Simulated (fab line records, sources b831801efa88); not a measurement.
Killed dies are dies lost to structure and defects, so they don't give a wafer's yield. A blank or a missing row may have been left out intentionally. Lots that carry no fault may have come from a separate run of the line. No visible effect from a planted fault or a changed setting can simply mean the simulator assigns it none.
fab line records    flow sky130
record lots=7  wafers=21  last_day=50
route steps=708 shown CONTACT@407
lots that met no fault: taken from a fault-free run of the same line
start_h: hours from the record's opening day to when the first of the lot's shown wafers began    wait_h: hours from the lot's prior step to this one    " unchanged from the row above    L1.1+2: several wafers, shown together as one row    - no value, or no start given    * or withheld: withheld    < > ~ a bound
route shown NAME@n: NAME is a module with steps in the file, n the number in the route of the first one    usual: mean/standard deviation taken from wafers without a fault    same: alike in all rows    chamber/n: place in a boat    sites: each site's reading    _std_site: the standard deviation of these    _edge_site: outer sites' mean less inner sites'    radius_mm: how far each site lies from the wafer's centre    mask NAME#n: copy n    behind: the tool/chamber that last shaped the wafer    hold: the reason the lot was held/the length of the hold in hours/how it ended    device: which transistor (n, p or np) failed to switch    end of line: the route-end tests of the same wafers    step lacking rows: just its recipe    killed: not the wafer's yield, but the dies lost to structure and defects at the first sort    map: per-die view of a wafer (x killed, . not killed, _ where there is no die)
set.NAME: the setting that was run; set.NAME@STEP: the one run at that earlier step    model.NAME: the simulator's own value behind a step, which no gauge read
lots at some steps of the route; a table a step, a row a wafer
services: a tool's chamber out of use, with start hour (start_h, from the record's first day; less than 0 if before it), hours out, and reason
## steps
# step SKY_CONTACT_THK_MEAS_01
# recipe reads=Si3N4_of_CONTACT_CVD_00
# usual CONTACT_CVD_00_THK=75.2/1
lot.wafer  tool           chamber  start_h  wait_h  CONTACT_CVD_00_THK[nm]
L369.3     film_metro-02  -        706.37   -       73.4
L369.5     "              -        "        "       74.3
L369.6     "              -        "        "       73.3
L379.1     film_metro-02  -        797.95   -       75.6
L379.2     "              -        "        "       74.8
L379.4     "              -        "        "       76.3
L378.2     film_metro-03  -        798.69   -       74.6
L378.3     "              -        "        "       75.9
L378.4     "              -        "        "       77.2
L381.1     film_metro-04  -        803.81   -       75.2
L381.5     "              -        "        "       76.6
L381.6     "              -        "        "       76.1
L388.2     film_metro-03  -        850.27   -       75.1
L388.3     "              -        "        "       75.1
L388.4     "              -        "        "       76.5
L389.2     film_metro-04  -        856.92   -       74.2
L389.5     "              -        "        "       75.5
L389.6     "              -        "        "       75.0
L392.1     film_metro-02  -        881.50   -       73.6
L392.2     "              -        "        "       74.8
L392.4     "              -        "        "       74.7
# step SKY_CONTACT_HDPCVD_02
# recipe material=SiO2  target_thk_nm=565  sigma_open_frac=0.3  time_s=94.2  temp_c=600  sih4_flow_sccm=60  pressure_mtorr=6
# step SKY_CONTACT_THK_MEAS_03
# recipe reads=SiO2_of_CONTACT_HDPCVD_02
# usual CONTACT_HDPCVD_THK=566/5.6
lot.wafer  tool           chamber  start_h  wait_h  CONTACT_HDPCVD_THK[nm]
L369.3     film_metro-04  -        706.50   0.1     568
L369.5     "              -        "        "       560
L369.6     "              -        "        "       563
L379.1     film_metro-02  -        798.08   0.0     566
L379.2     "              -        "        "       561
L379.4     "              -        "        "       550
L378.2     film_metro-04  -        798.82   0.0     559
L378.3     "              -        "        "       570
L378.4     "              -        "        "       561
L381.1     film_metro-02  -        803.94   0.0     566
L381.5     "              -        "        "       567
L381.6     "              -        "        "       564
L388.2     film_metro-04  -        850.39   0.0     561
L388.3     "              -        "        "       567
L388.4     "              -        "        "       564
L389.2     film_metro-03  -        857.05   0.0     575
L389.5     "              -        "        "       569
L389.6     "              -        "        "       561
L392.1     film_metro-02  -        881.63   0.0     578
L392.2     "              -        "        "       567
L392.4     "              -        "        "       581
# step SKY_CONTACT_CMP_04
# recipe material=SiO2  down_force_psi=4  platen_rpm=60  pad_velocity_m_s=0.94248
# usual head_pressure_psi=4.000/0.008  motor_current_A=12.0/1.5  slurry_filter_dp_kPa=13.51/0.14  time_to_endpoint_s=85/3.7
lot.wafer  tool    chamber  start_h  wait_h  head_pressure_psi  motor_current_A  slurry_filter_dp_kPa  time_to_endpoint_s
L369.3     cmp-02  3        706.69   0.2     4.013              11.7             13.74                 81
L369.6     "       0        "        "       4.011              13.0             13.66                 86
L369.5     "       1        "        "       4.004              11.6             13.35                 80
L379.2     cmp-01  3        798.14   0.0     4.006              11.2             13.54                 80
L379.4     "       1        "        "       4.010              11.1             13.70                 80
L379.1     "       2        "        "       3.992              13.2             13.67                 87
L378.3     cmp-02  1        798.87   0.0     3.994              11.2             13.41                 85
L378.2     "       2        "        "       3.989              10.3             13.17                 81
L378.4     "       0        "        "       4.003              13.1             13.51                 88
L381.1     cmp-02  3        804.15   0.2     4.001              11.9             13.35                 82
L381.5     "       0        "        "       3.993              14.3             13.58                 83
L381.6     "       1        "        "       4.004              11.9             13.52                 83
L388.3     cmp-02  0        850.49   0.1     4.003              12.6             13.48                 84
L388.4     "       1        "        "       4.004              11.9             13.49                 81
L388.2     "       2        "        "       4.009              9.4              13.38                 83
L389.2     cmp-02  3        857.10   0.0     3.998              11.7             13.47                 85
L389.6     "       3        "        "       3.987              11.5             13.49                 76
L389.5     "       0        "        "       3.993              12.5             13.61                 84
L392.2     cmp-01  2        881.69   0.0     4.012              13.0             13.45                 86
L392.1     "       3        "        "       4.004              10.6             13.43                 89
L392.4     "       1        "        "       3.997              11.7             13.65                 90
# step SKY_CONTACT_BOW_MEAS_05
# recipe mode=bow
# usual CONTACT_BOW=83/6.9
lot.wafer  tool           chamber  start_h  wait_h  CONTACT_BOW[um]
L369.3     film_metro-03  -        706.88   0.1     82
L369.5     "              -        "        "       85
L369.6     "              -        "        "       85
L379.1     film_metro-02  -        798.44   0.1     84
L379.2     "              -        "        "       97
L379.4     "              -        "        "       83
L378.2     film_metro-02  -        799.19   0.2     78
L378.3     "              -        "        "       87
L378.4     "              -        "        "       87
L381.1     film_metro-03  -        804.30   0.1     76
L381.5     "              -        "        "       77
L381.6     "              -        "        "       81
L388.2     film_metro-02  -        850.76   0.1     78
L388.3     "              -        "        "       75
L388.4     "              -        "        "       85
L389.2     film_metro-02  -        857.42   0.3     81
L389.5     "              -        "        "       81
L389.6     "              -        "        "       84
L392.1     film_metro-02  -        881.99   0.2     89
L392.2     "              -        "        "       76
L392.4     "              -        "        "       86
# step SKY_CONTACT_DEHYDRATE_06
# recipe temp_c=200  time_s=60
# step SKY_CONTACT_HMDS_07
# recipe prime_time_s=60  prime_temp_c=120
# step SKY_CONTACT_COAT_08
# recipe resist=BARC  temp_c=withheld  time_s=withheld  spin_rpm=3000  resist_thk_nm=60
# step SKY_CONTACT_COAT_09
# recipe resist=KrF-thick  spin_rpm=3000  resist_thk_nm=450
# step SKY_CONTACT_SOFTBAKE_10
# recipe temp_c=100  time_s=90  resist=KrF-thick
# step SKY_CONTACT_EXPOSE_11
# recipe mask_id=CTM1  na=0.8  source_shape=annular  sigma_inner=0.55  sigma_outer=0.85  target_cd_nm=170  dose_mj=38
# step SKY_CONTACT_PEB_12
# recipe peb_temp_c=withheld  peb_time_s=withheld  resist=KrF-thick
# step SKY_CONTACT_DEVELOP_13
# recipe develop_time_s=60  resist=KrF-thick  dev_temp_c=21
# usual chill_plate_temp_C=22.99/0.095  develop_time_s=60/0
lot.wafer  tool            chamber  start_h  wait_h  chill_plate_temp_C  develop_time_s  model.KrF-thick_of_CONTACT_COAT_09.thk_nm
L369.3     litho_track-01  0        733      -       22.97               60              437.1
L369.5     "               0        "        "       23.08               60              436.5
L369.6     "               0        "        "       23.03               60              436.8
L379.1     litho_track-01  -        824      -       -                   -               448.1
L379.2     "               -        "        "       -                   -               449.3
L379.4     "               -        "        "       -                   -               448.8
L378.2     litho_track-03  -        825      -       -                   -               449.5
L378.3     "               -        "        "       -                   -               451.4
L378.4     "               -        "        "       -                   -               448.7
L381.1     litho_track-03  -        830      -       -                   -               453
L381.5     "               -        "        "       -                   -               452.3
L381.6     "               -        "        "       -                   -               452.3
L388.2     litho_track-03  0        876      -       23.00               60              438.1
L388.3     "               0        "        "       23.03               60              437.6
L388.4     "               0        "        "       23.01               60              436.9
L389.2     litho_track-03  0        883      -       23.01               60              436.6
L389.5     "               0        "        "       22.94               60              435.9
L389.6     "               0        "        "       22.91               60              436.6
L392.1     litho_track-01  0        907      -       23.16               60              434.5
L392.2     "               0        "        "       23.11               60              435.8
L392.4     "               0        "        "       23.04               60              435.9
# step SKY_CONTACT_CD_MEAS_14
# recipe target_cd_nm=170
# usual cd_nm=170.2/1.8
lot.wafer  tool       chamber  start_h  wait_h  cd_nm
L369.3     cd_sem-02  -        733.42   -       169.3
L369.5     "          -        "        "       170.3
L369.6     "          -        "        "       168.8
L379.1     cd_sem-02  -        824.23   -       -
L379.2     "          -        "        "       -
L379.4     "          -        "        "       -
L378.2     cd_sem-01  -        825.41   -       -
L378.3     "          -        "        "       -
L378.4     "          -        "        "       -
L381.1     cd_sem-02  -        830.69   -       -
L381.5     "          -        "        "       -
L381.6     "          -        "        "       -
L388.2     cd_sem-02  -        876.51   -       167.3
L388.3     "          -        "        "       167.6
L388.4     "          -        "        "       167.2
L389.2     cd_sem-01  -        883.36   -       175.1
L389.5     "          -        "        "       174.5
L389.6     "          -        "        "       175.5
L392.1     cd_sem-01  -        907.33   -       169.0
L392.2     "          -        "        "       169.2
L392.4     "          -        "        "       169.2
## services
tool    chamber  start_h  hours  kind
cmp-01  -        698.30   1.7    repair
cmp-01  -        717.35   1.3    repair
cmp-02  -        729.93   1.0    repair
cmp-01  -        744.00   4.0    pm
cmp-01  -        748.00   -      consumable_replace:conditioner
cmp-01  -        748.00   -      consumable_replace:pad
cmp-02  -        796.46   1.3    repair
cmp-02  -        797.64   0.9    repair
cmp-01  -        833.52   9.6    repair
cmp-01  -        898.87   2.4    repair
## key
first_sign step=SKY_CONTACT_DEVELOP_13  reading=tool_record  direction=missing
effect none on later readings
model_effect step=SKY_CONTACT_DEVELOP_13  value=KrF-thick_of_CONTACT_COAT_09.thk_nm  without=436.3  struck=450.4
met_at SKY_CONTACT_DEVELOP_13
struck_wafers L378.2,L378.3,L378.4,L379.1,L379.2,L379.4,L381.1,L381.5,L381.6
later_rows_left_out L378.2,L378.3,L378.4,L379.1,L379.2,L379.4,L381.1,L381.5,L381.6
sort_left_out L378.2,L378.3,L378.4,L379.1,L379.2,L379.4,L381.1,L381.5,L381.6
tester_left_out L378,L379,L381
onset_between 733 824
fault kind=skipped_step_whole  tool=litho_track-01,litho_track-03  chamber=-  onset_h=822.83  steps=SKY_CONTACT_DEVELOP_13  scope=struck_lots_only
# tester_left_out: of these lots the tester's yield and bins aren't shown, on N5 and GAA mostly nor the transistor test; their killed dies are dies lost to structure and defects alone, not to doping, threshold or leakage, so they don't give the yield
# sort_left_out: the simulated sort isn't trusted on such a fault, so these wafers' sort isn't shown, and their yield isn't known
# later_rows_left_out: the simulator's readings of these wafers behind a module that went badly wrong aren't trusted and aren't shown, but for the sort
